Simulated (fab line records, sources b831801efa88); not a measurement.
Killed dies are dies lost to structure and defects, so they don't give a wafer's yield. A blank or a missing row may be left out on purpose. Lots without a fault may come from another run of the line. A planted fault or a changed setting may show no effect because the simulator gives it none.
Chamber matching | flow sky130 | SKY_CONTACT_CVD_00 on pecvd-03: 3 sister chambers
The step deposits Si3N4, target thk 75 nm. 3 wafers are shown with their chamber, then 7 later ones without.

WAFERS WITH THEIR CHAMBER
wafer  | chamber | heater_power_w (W)
L851.2 | 2       | 687
L855.1 | 0       | 673
L855.3 | 1       | 818

WAFERS WITHOUT THEIR CHAMBER
wafer  | heater_power_w (W)
L855.4 | 679
L858.1 | 893
L858.2 | 638
L858.4 | 645
L859.2 | 620
L859.4 | 887
L859.5 | 658

WHICH CHAMBER EACH WENT THROUGH
wafer  | from the rows above     | in truth
L855.4 | can't be placed: 0 or 2 | 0
L858.1 | 1                       | 1
L858.2 | can't be placed: 0 or 2 | 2
L858.4 | can't be placed: 0 or 2 | 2
L859.2 | can't be placed: 0 or 2 | 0
L859.4 | 1                       | 1
L859.5 | can't be placed: 0 or 2 | 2
Placed correctly: 2 of 7. Can't be placed from these rows: 5 (the true chamber is among the candidates in 5). Placed wrongly: 0.
How it was worked out, from the rows above alone: a wafer's distance from a chamber is the root of the sum, over the readings, of the square of ((its reading less the chamber's mean) divided by the reading's scatter). The wafer belongs to the nearest chamber; if the next one is less than 2 further off, it can't be placed. A chamber's mean is the mean of its shown wafers. The scatter: with one shown wafer a chamber, the root of the mean of the squares of how far each hidden wafer lies from its nearest shown one.
